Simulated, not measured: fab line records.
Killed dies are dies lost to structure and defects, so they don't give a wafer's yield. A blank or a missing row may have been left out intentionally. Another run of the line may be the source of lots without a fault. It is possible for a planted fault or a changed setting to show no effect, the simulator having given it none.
Struck lot and sound lot, side by side :: flow sky130 :: 21 out of 708 route steps
Sound: these wafers, L653.1, L653.3, L653.6. Wafers struck: L660.1, L660.3, L660.4. The cause is named last.
For every step that has rows: the tool of each side, followed by ch and its chambers, followed by its first start. Under that, the readings that differ: sound wafers :: struck wafers :: difference of the means :: sigmas: that difference in standard deviations of wafers without a fault.
alike: a reading whose means differ by less than 2 such deviations, as well as words and numbers matching on both sides. not compared: withheld readings; readings where some wafer has no value; bounds like >300 that might hide an equal value; numbers whose values overlap and for which the record gives no deviation.
The two part at a step that has a row with sigmas, a row that says differs or no value, or rows on one side only. Numbers that have no deviation but don't overlap get no sigmas and don't part them. A reading that every wafer of one side lacks parts them only if that side has two wafers or more.

SKY_LI_CONTACT_CVD_21: deposits W, target thk 400 nm, time 120.56 s.
  sound on cvdW-02 ch 0,1, day 33 08:23; struck on cvdW-02 ch 0,1, day 35 10:05
  alike: heaterPowerOuterW, heaterPowerW
SKY_LI_CONTACT_RS_MEAS_22: a four-point-probe measurement.
  sound: filmMetro-04 at day 33 08:31; struck: filmMetro-03 at day 35 10:13
  alike: LI_CONTACT_W_RS
SKY_LI_CONTACT_THK_MEAS_23: measures by xrf.
  sound: filmMetro-04 at day 33 08:38; struck: filmMetro-03 at day 35 10:20
  alike: LI_CONTACT_W_THK
SKY_LI_CONTACT_CMP_24: polishes, stops on PSG, t overpolish 20 s, target thk 0 nm.
  sound on cmp-01 ch 2,3, day 33 08:41; struck on cmp-02 ch 0,2,3, day 35 10:23
  alike: motorCurrentA, overpolishRunS, timeToEndpointS
SKY_LOCAL_INTERCONNECT_SPUTTER_00: material TiN, target thk 100 nm, time 83.3 s.
  sound: pvdSputter-04 at day 33 08:59; struck: pvdSputter-04 at day 35 10:41
  alike: throttleValvePct
SKY_LOCAL_INTERCONNECT_RS_MEAS_01: a four-point-probe measurement.
  sound: filmMetro-01 at day 33 09:03; struck: filmMetro-01 at day 35 10:45
  alike: LOCAL_INTERCONNECT_TIN_RS
SKY_LOCAL_INTERCONNECT_THK_MEAS_02: measures by xrf.
  sound: filmMetro-01 at day 33 09:10; struck: filmMetro-01 at day 35 10:52
  alike: LOCAL_INTERCONNECT_TIN_THK
then, 5 steps without rows for these wafers: SKY_LOCAL_INTERCONNECT_DEHYDRATE_03 (time 60 s); SKY_LOCAL_INTERCONNECT_HMDS_04 (prime time 60 s); SKY_LOCAL_INTERCONNECT_COAT_05 (resist thk 60 nm); SKY_LOCAL_INTERCONNECT_COAT_06 (resist thk 450 nm); SKY_LOCAL_INTERCONNECT_SOFTBAKE_07 (time 90 s).
SKY_LOCAL_INTERCONNECT_EXPOSE_08: exposes mask LI1M, target cd 170 nm.
  sound on krfScanner-01 ch 0, day 33 22:32; struck on krfScanner-02 ch 0, day 35 23:55
reading: exposureDoseMJCm2
sound: 27.98 27.97 28.03
struck: 26.53 26.49 26.50
difference: -1.49
sigmas: -45
  alike: mask, reticleTempC, stageVelMmS
then, 2 steps without rows for these wafers: SKY_LOCAL_INTERCONNECT_PEB_09; SKY_LOCAL_INTERCONNECT_DEVELOP_10 (develop time 60 s).
SKY_LOCAL_INTERCONNECT_CD_MEAS_11: target cd 170 nm.
  sound: cdSem-01 at day 34 12:14; struck: cdSem-02 at day 36 13:11
reading: cdNm (nm)
sound: 171.2 171.9 172.4
struck: 181.3 182.5 181.8
difference: +10.0
sigmas: +7
SKY_LOCAL_INTERCONNECT_OVL_MEAS_12:
  sound: overlay-02 at day 34 12:22; struck: overlay-02 at day 36 13:18
  alike: LOCAL_INTERCONNECT_OVL
SKY_LOCAL_INTERCONNECT_ETCH_13: etches BARC in N2/H2, stops on SiO2, time 43.91 s, target depth 60 nm.
  sound on rieMetal-03 ch 0,1, day 34 12:25; struck on rieMetal-02 ch 0,1, day 36 13:20
reading: model.LOCAL_INTERCONNECT.cdNm (nm)
sound: 171.6 173.1 172.5
struck: 181.4 182.8 181.4
difference: +9.5
sigmas: 
  alike: drypumpMotorCurrentA, oesProductAu, throttleValvePct
  not compared: rfHoursCounterH
SKY_LOCAL_INTERCONNECT_METAL_ETCH_14: etches TiN in Cl2/BCl3, stops on PSG, target depth 110 nm, time 31.4 s.
  sound on rieMetal-03 ch 0,1, day 34 12:28; struck on rieMetal-02 ch 0,1, day 36 13:24
reading: model.LOCAL_INTERCONNECT.cdNm (nm)
sound: 171.7 174.2 172.5
struck: 181.4 182.9 181.8
difference: +9.2
sigmas: 
  alike: drypumpMotorCurrentA, oesProductAu, throttleValvePct
  not compared: rfHoursCounterH
SKY_LOCAL_INTERCONNECT_STRIP_15: strips in O2/N2.
  sound on plasmaAsher-04 ch 0,1, day 34 12:31; struck on plasmaAsher-04 ch 0,1, day 36 13:27
  alike: drypumpMotorCurrentA, oesProductAu, stripTimeToEndpointS
  not compared: rfHoursCounterH
SKY_PAD_OPEN_PROBE_99:
  sound wafers here have rows in the record (prober-02, day 49 02:37); struck ones have none

== WHERE THEY PART ==
First at SKY_LOCAL_INTERCONNECT_EXPOSE_08; last, within this record, at SKY_PAD_OPEN_PROBE_99.

WHY: whatever the simulator had introduced
Drift in process parameters on krfScanner-02 at SKY_LOCAL_INTERCONNECT_EXPOSE_08, starting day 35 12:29. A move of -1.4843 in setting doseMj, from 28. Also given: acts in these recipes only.
